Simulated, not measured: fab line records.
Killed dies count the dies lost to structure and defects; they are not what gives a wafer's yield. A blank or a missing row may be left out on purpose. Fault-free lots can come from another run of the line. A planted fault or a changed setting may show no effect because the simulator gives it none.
fab line records | flow sky130
[record] lots = 11 | wafers = 33 | lastDay = 50
route steps=708 shown VIA3@588 CAP2M@607 METAL4@624
lots that met no fault: from a run of the same line without faults
startH: start of the lot's first displayed wafer, in hours after the record's first day | waitH: hours since the lot's step before | " as in the row above | L1.1+2: a single row standing in for several wafers | - no value, or no start given | * or withheld: withheld | < > ~ a bound
route shown NAME@n: names a module that has steps shown in the file, with the first one's number in the route | usual: mean and standard deviation over wafers with no fault | same: alike in all rows | chamber/n: place in a boat | sites: each site's reading | _std_site: standard deviation of those values | _edge_site: inner sites' mean taken away from outer sites' mean | radiusMm: how far each site lies from the wafer's centre | mask NAME#n: copy n | behind: the last tool/chamber to shape the wafer | hold: the reason the lot was held/the length of the hold in hours/how it ended | device: the transistor (n, p or np) that didn't switch | end of line: the route-end tests of the same wafers | a step without rows: its recipe alone | killed: dies that structure and defects cost at the first sort, which is not the same as the wafer's yield | map: a wafer's dies, x killed, . not, _ none there
set.NAME: the setting as run; set.NAME@STEP: as run at that earlier step | model.NAME: the simulator's own value behind a step, which no gauge read
one table for each step of the route and one row for each wafer, over a sample of lots
services: when a tool's chamber went out of use (startH, in hours from the record's first day, below 0 if earlier), for how many hours, and the reason
[[steps]]
[step SKY_VIA3_ETCH_15]
[recipe] target = SiO2 | chemistry = C4F8/O2/Ar | targetDepthNm = 507 | stopOn = TiN | maskMaterial = KrF-thick | sourceW = 1500 | biasW = 1200 | pressureMtorr = 40 | c4f8FlowSccm = withheld | O2_flow_sccm = 6 | Ar_flow_sccm = 300 | timeS = 78
[usual] oesProductAu = 0.946/0.0046
lot.wafer | tool       | chamber | startH  | waitH | oesProductAu | rfHoursCounterH
L852.1    | rieDiel-02 | 1       | 927.01  | 0.0   | 0.947        | 15
L852.3    | "          | 3       | "       | "     | 0.950        | 19
L852.4    | "          | 3       | "       | "     | 0.944        | -
L853.4    | rieDiel-04 | 0       | 928.24  | 0.0   | 0.942        | 12
L853.5    | "          | 1       | "       | "     | 0.951        | -
L853.6    | "          | 2       | "       | "     | 0.942        | -
L857.3    | rieDiel-03 | 2       | 964.04  | 0.0   | 0.949        | 12
L857.4    | "          | 0       | "       | "     | 0.952        | -
L857.6    | "          | 2       | "       | "     | 0.946        | -
L858.1    | rieDiel-03 | 2       | 970.41  | 0.0   | 0.941        | 12
L858.3    | "          | 1       | "       | "     | 0.945        | 13
L858.6    | "          | 2       | "       | "     | 0.948        | -
L859.3    | rieDiel-02 | 3       | 983.04  | 0.0   | 0.946        | 21
L859.4    | "          | 1       | "       | "     | 0.951        | 17
L859.6    | "          | 3       | "       | "     | 0.935        | -
L861.1    | rieDiel-03 | 1       | 995.91  | 0.0   | 0.955        | 13
L861.2    | "          | 0       | "       | "     | 0.948        | 8
L861.4    | "          | 2       | "       | "     | 0.946        | -
L862.2    | rieDiel-04 | 2       | 1005.71 | 0.0   | 0.953        | 22
L862.5    | "          | 1       | "       | "     | 0.954        | -
L862.6    | "          | 3       | "       | "     | 0.948        | -
L865.3    | rieDiel-04 | 3       | 1023.06 | 0.0   | 0.943        | 11
L865.4    | "          | 1       | "       | "     | 0.946        | 17
L865.6    | "          | 1       | "       | "     | 0.947        | -
L868.3    | rieDiel-04 | 0       | 1040.86 | 0.0   | 0.950        | 16
L868.5    | "          | 1       | "       | "     | 0.947        | -
L868.6    | "          | 0       | "       | "     | 0.942        | -
L874.1    | rieDiel-02 | 0       | 1092.24 | 0.0   | 0.947        | 24
L874.3    | "          | 1       | "       | "     | 0.943        | 21
L874.4    | "          | 2       | "       | "     | 0.945        | 11
L875.2    | rieDiel-04 | 0       | 1093.96 | 0.0   | 0.947        | 18
L875.4    | "          | 3       | "       | "     | 0.947        | 13
L875.5    | "          | 0       | "       | "     | 0.948        | -
[step SKY_CAP2M_THK_MEAS_04]
[recipe] thkMeasGauge = xrf | reads = TiN_of_CAP2M_SPUTTER_02
[usual] CAP2M_TIN_THK = 199.3/2.1
lot.wafer | tool         | chamber | startH  | waitH | CAP2M_TIN_THK[nm]
L852.1    | filmMetro-04 | -       | 928.91  | 0.1   | 203.4
L852.3    | "            | -       | "       | "     | 202.6
L852.4    | "            | -       | "       | "     | 201.2
L853.4    | filmMetro-01 | -       | 930.16  | 0.1   | 197.4
L853.5    | "            | -       | "       | "     | 200.8
L853.6    | "            | -       | "       | "     | 198.6
L857.3    | filmMetro-03 | -       | 965.84  | 0.1   | 199.5
L857.4    | "            | -       | "       | "     | 197.9
L857.6    | "            | -       | "       | "     | 199.5
L858.1    | filmMetro-04 | -       | 972.22  | 0.1   | 203.2
L858.3    | "            | -       | "       | "     | 204.2
L858.6    | "            | -       | "       | "     | 202.7
L859.3    | filmMetro-04 | -       | 984.92  | 0.1   | 202.2
L859.4    | "            | -       | "       | "     | 201.8
L859.6    | "            | -       | "       | "     | 201.2
L861.1    | filmMetro-04 | -       | 997.70  | 0.1   | 203.0
L861.2    | "            | -       | "       | "     | 201.7
L861.4    | "            | -       | "       | "     | 199.5
L862.2    | filmMetro-01 | -       | 1007.58 | 0.1   | 199.1
L862.5    | "            | -       | "       | "     | 198.2
L862.6    | "            | -       | "       | "     | 197.0
L865.3    | filmMetro-01 | -       | 1025.39 | 0.1   | 199.3
L865.4    | "            | -       | "       | "     | 202.0
L865.6    | "            | -       | "       | "     | 200.6
L868.3    | filmMetro-01 | -       | 1043.16 | 0.1   | 197.5
L868.5    | "            | -       | "       | "     | 198.3
L868.6    | "            | -       | "       | "     | 198.4
L874.1    | filmMetro-04 | -       | 1094.08 | 0.1   | 198.6
L874.3    | "            | -       | "       | "     | 200.5
L874.4    | "            | -       | "       | "     | 201.0
L875.2    | filmMetro-03 | -       | 1095.78 | 0.1   | 198.7
L875.4    | "            | -       | "       | "     | 200.7
L875.5    | "            | -       | "       | "     | 200.1
[step SKY_METAL4_COAT_08]
[recipe] resist = KrF-thick | spinRpm = 3000 | resistThkNm = 1140
[usual] chillPlateTempC = 23.02/0.091
lot.wafer | tool          | chamber | startH | waitH | chillPlateTempC
L852.1    | lithoTrack-02 | 0       | 965    | -     | 23.19
L852.3    | "             | 0       | "      | "     | 23.11
L852.4    | "             | 0       | "      | "     | 22.98
L853.4    | lithoTrack-03 | 0       | 966    | -     | 23.05
L853.5    | "             | 0       | "      | "     | 22.88
L853.6    | "             | 0       | "      | "     | 22.93
L857.3    | lithoTrack-03 | 0       | 1000   | -     | 23.08
L857.4    | "             | 0       | "      | "     | 23.21
L857.6    | "             | 0       | "      | "     | 23.17
L858.1    | lithoTrack-04 | 0       | 1005   | -     | 23.10
L858.3    | "             | 0       | 1006   | -     | 22.91
L858.6    | "             | 0       | "      | "     | 22.89
L859.3    | lithoTrack-04 | 0       | 1020   | -     | 22.99
L859.4    | "             | 0       | "      | "     | 23.02
L859.6    | "             | 0       | "      | "     | 23.03
L861.1    | lithoTrack-04 | 0       | 1031   | -     | 23.01
L861.2    | "             | 0       | "      | "     | 22.96
L861.4    | "             | 0       | "      | "     | 23.06
L862.2    | lithoTrack-04 | 0       | 1041   | -     | 22.84
L862.5    | "             | 0       | "      | "     | 23.03
L862.6    | "             | 0       | "      | "     | 22.98
L865.3    | lithoTrack-04 | 0       | 1058   | -     | 23.07
L865.4    | "             | 0       | "      | "     | 23.06
L865.6    | "             | 0       | "      | "     | 23.12
L868.3    | lithoTrack-02 | 0       | 1075   | -     | 23.09
L868.5    | "             | 0       | "      | "     | 22.88
L868.6    | "             | 0       | "      | "     | 23.13
L874.1    | lithoTrack-03 | 0       | 1122   | -     | 23.06
L874.3    | "             | 0       | "      | "     | 23.14
L874.4    | "             | 0       | 1123   | -     | 23.05
L875.2    | lithoTrack-02 | 0       | 1125   | -     | 22.94
L875.4    | "             | 0       | "      | "     | 23.05
L875.5    | "             | 0       | "      | "     | 23.09
[step SKY_METAL4_DESCUM_15]
[recipe] chemistry = O2 | sourcePowerW = 150 | biasPowerW = 0 | pressureMtorr = 10 | tempC = 40 | timeS = 8
[usual] drypumpMotorCurrentA = 5.7/0.6 | oesProductAu = 0.998/0.0084
lot.wafer | tool        | chamber | startH  | waitH | drypumpMotorCurrentA | oesProductAu | rfHoursCounterH
L852.1    | rieMetal-02 | 0       | 977.23  | 0.0   | 5.2                  | 0.991        | 15
L852.3    | "           | 0       | "       | "     | 5.2                  | 0.982        | -
L852.4    | "           | 1       | "       | "     | 5.0                  | 1.006        | -
L853.4    | rieMetal-01 | 0       | 978.26  | 0.0   | 6.4                  | 1.002        | -
L853.5    | "           | 1       | "       | "     | 6.4                  | 1.005        | -
L853.6    | "           | 0       | "       | "     | 6.4                  | 1.010        | -
L857.3    | rieMetal-02 | 1       | 1011.84 | 0.0   | 5.1                  | 1.003        | -
L857.4    | "           | 0       | "       | "     | 5.2                  | 0.991        | -
L857.6    | "           | 0       | "       | "     | 5.2                  | 0.989        | -
L858.1    | rieMetal-02 | 0       | 1017.43 | 0.0   | 5.2                  | 0.985        | 17
L858.3    | "           | 0       | "       | "     | 5.2                  | 0.983        | -
L858.6    | "           | 1       | "       | "     | 5.0                  | 0.998        | -
L859.3    | rieMetal-02 | 1       | 1031.86 | 0.0   | 5.0                  | 1.000        | -
L859.4    | "           | 0       | "       | "     | 5.2                  | 0.987        | -
L859.6    | "           | 1       | "       | "     | 5.0                  | 0.995        | -
L861.1    | rieMetal-02 | 1       | 1042.50 | 0.0   | 5.0                  | 1.000        | 16
L861.2    | "           | 0       | "       | "     | 5.2                  | 0.979        | 19
L861.4    | "           | 1       | "       | "     | 5.1                  | 0.999        | -
L862.2    | rieMetal-02 | 0       | 1052.63 | 0.0   | 5.2                  | 0.993        | 19
L862.5    | "           | 1       | "       | "     | 5.0                  | 1.002        | -
L862.6    | "           | 0       | "       | "     | 5.2                  | 0.992        | -
L865.3    | rieMetal-01 | 1       | 1069.79 | 0.0   | 6.4                  | 1.011        | -
L865.4    | "           | 0       | "       | "     | 6.4                  | 1.006        | -
L865.6    | "           | 1       | "       | "     | 6.4                  | 1.002        | -
L868.3    | rieMetal-03 | 0       | 1085.98 | 0.0   | 6.2                  | 1.002        | -
L868.5    | "           | 1       | "       | "     | 5.9                  | 0.991        | -
L868.6    | "           | 0       | "       | "     | 6.2                  | 1.004        | -
L874.1    | rieMetal-01 | 1       | 1133.23 | 0.0   | 6.4                  | 0.996        | 26
L874.3    | "           | 1       | "       | "     | 6.4                  | 0.990        | -
L874.4    | "           | 0       | "       | "     | 6.3                  | 0.989        | -
L875.2    | rieMetal-02 | 0       | 1135.43 | 0.0   | 5.2                  | 0.985        | 24
L875.4    | "           | 0       | "       | "     | 5.2                  | 0.977        | -
L875.5    | "           | 1       | "       | "     | 5.1                  | 1.001        | -
[step SKY_METAL4_STRIP_19]
[recipe] chemistry = O2/N2 | powerW = 1400 | pressureMtorr = 1500 | platenTempC = withheld | o2FlowSccm = 3000 | n2FlowSccm = 300 | overashFraction = 0.5
[usual] drypumpMotorCurrentA = 5.9/0.41 | oesProductAu = 0.502/0.0049 | stripTimeToEndpointS = 6.54/0.067
lot.wafer | tool           | chamber | startH  | waitH | drypumpMotorCurrentA | oesProductAu | rfHoursCounterH | stripTimeToEndpointS
L852.1    | plasmaAsher-01 | 0       | 977.56  | 0.1   | 6.5                  | 0.501        | 51              | 6.57
L852.3    | "              | 1       | "       | "     | 6.0                  | 0.496        | -               | 6.53
L852.4    | "              | 0       | "       | "     | 6.5                  | 0.511        | -               | 6.57
L853.4    | plasmaAsher-04 | 0       | 978.61  | 0.1   | 5.9                  | 0.498        | -               | 6.52
L853.5    | "              | 0       | "       | "     | 5.8                  | 0.501        | -               | 6.51
L853.6    | "              | 1       | "       | "     | 5.5                  | 0.507        | -               | 6.64
L857.3    | plasmaAsher-01 | 0       | 1012.19 | 0.1   | 6.5                  | 0.507        | -               | 6.69
L857.4    | "              | 1       | "       | "     | 6.0                  | 0.504        | -               | 6.61
L857.6    | "              | 0       | "       | "     | 6.5                  | 0.500        | -               | 6.59
L858.1    | plasmaAsher-04 | 1       | 1017.76 | 0.1   | 5.5                  | 0.501        | 90              | 6.57
L858.3    | "              | 1       | "       | "     | 5.5                  | 0.494        | -               | 6.50
L858.6    | "              | 1       | "       | "     | 5.6                  | 0.494        | -               | 6.54
L859.3    | plasmaAsher-02 | 1       | 1032.21 | 0.1   | 6.1                  | 0.498        | -               | 6.45
L859.4    | "              | 0       | "       | "     | 5.2                  | 0.502        | -               | 6.43
L859.6    | "              | 0       | "       | "     | 5.2                  | 0.502        | -               | 6.39
L861.1    | plasmaAsher-04 | 1       | 1042.83 | 0.1   | 5.5                  | 0.510        | 92              | 6.61
L861.2    | "              | 0       | "       | "     | 5.9                  | 0.505        | 92              | 6.64
L861.4    | "              | 0       | "       | "     | 5.8                  | 0.506        | -               | 6.59
L862.2    | plasmaAsher-04 | 0       | 1052.96 | 0.1   | 5.9                  | 0.501        | 93              | 6.33
L862.5    | "              | 1       | "       | "     | 5.5                  | 0.490        | -               | 6.22
L862.6    | "              | 0       | "       | "     | 5.9                  | 0.485        | -               | 6.35
L865.3    | plasmaAsher-02 | 1       | 1070.14 | 0.1   | 6.1                  | 0.494        | -               | 6.32
L865.4    | "              | 0       | "       | "     | 5.2                  | 0.486        | -               | 6.22
L865.6    | "              | 0       | "       | "     | 5.2                  | 0.487        | -               | 6.23
L868.3    | plasmaAsher-01 | 1       | 1086.33 | 0.1   | 6.0                  | 0.504        | -               | 6.44
L868.5    | "              | 0       | "       | "     | 6.5                  | 0.505        | -               | 6.57
L868.6    | "              | 1       | "       | "     | 6.0                  | 0.495        | -               | 6.43
L874.1    | plasmaAsher-04 | 0       | 1133.56 | 0.1   | 5.8                  | 0.507        | 101             | 6.48
L874.3    | "              | 0       | "       | "     | 5.8                  | 0.505        | -               | 6.57
L874.4    | "              | 1       | "       | "     | 5.5                  | 0.508        | -               | 6.50
L875.2    | plasmaAsher-04 | 0       | 1135.76 | 0.1   | 5.8                  | 0.503        | 101             | 6.58
L875.4    | "              | 1       | "       | "     | 5.5                  | 0.498        | -               | 6.55
L875.5    | "              | 1       | "       | "     | 5.5                  | 0.503        | -               | 6.50
[[services]]
tool           | chamber | startH  | hours | kind
rieMetal-03    | 1       | 909.49  | 4.4   | repair
rieDiel-02     | 0       | 925.98  | 8.3   | repair
plasmaAsher-04 | -       | 948.72  | 29.3  | repair
plasmaAsher-04 | -       | 963.55  | 2.9   | repair
rieDiel-03     | -       | 967.18  | 2.8   | pm
rieDiel-03     | 1       | 979.05  | 9.2   | repair
rieDiel-04     | 3       | 982.54  | 6.4   | repair
rieDiel-04     | 0       | 998.54  | 7.8   | repair
rieDiel-03     | 2       | 1015.87 | 5.7   | repair
rieDiel-04     | 2       | 1040.70 | 7.4   | repair
plasmaAsher-01 | -       | 1042.24 | 1.0   | repair
rieDiel-02     | 2       | 1045.75 | 3.9   | repair
rieDiel-02     | -       | 1048.18 | 1.1   | repair
plasmaAsher-01 | -       | 1049.37 | 0.5   | repair
rieMetal-02    | -       | 1053.82 | 0.5   | repair
rieMetal-02    | -       | 1062.40 | 14.6  | pm
rieMetal-01    | 0       | 1070.29 | -     | clean
rieMetal-01    | 0       | 1070.29 | 19.3  | scheduledDown
rieMetal-01    | 0       | 1070.29 | 19.3  | ventCycle
plasmaAsher-02 | -       | 1075.28 | 0.8   | repair
rieMetal-01    | -       | 1109.55 | 0.8   | repair
plasmaAsher-04 | -       | 1121.70 | 2.8   | pm
plasmaAsher-02 | -       | 1127.48 | 2.8   | pm
[[key]]
[firstSign] step = SKY_METAL4_STRIP_19 | reading = stripTimeToEndpointS | direction = down | sigmas = 4 | usual = * | struck = *
effect none on later readings
metAt SKY_METAL4_COAT_08
struckLots L862,L865
notActingAt SKY_VIA3_ETCH_15,SKY_CAP2M_THK_MEAS_04,SKY_METAL4_DESCUM_15
onsetBetween 1031 1041
[fault] kind = processParameterDrift | tool = lithoTrack-04 | chamber = - | onsetH = 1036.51 | steps = SKY_METAL4_COAT_08 | channel = resistThkNm | offset = -26.374 | shape = step | endH = 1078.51 | actsIn = theseRecipesOnly | stated = 1140
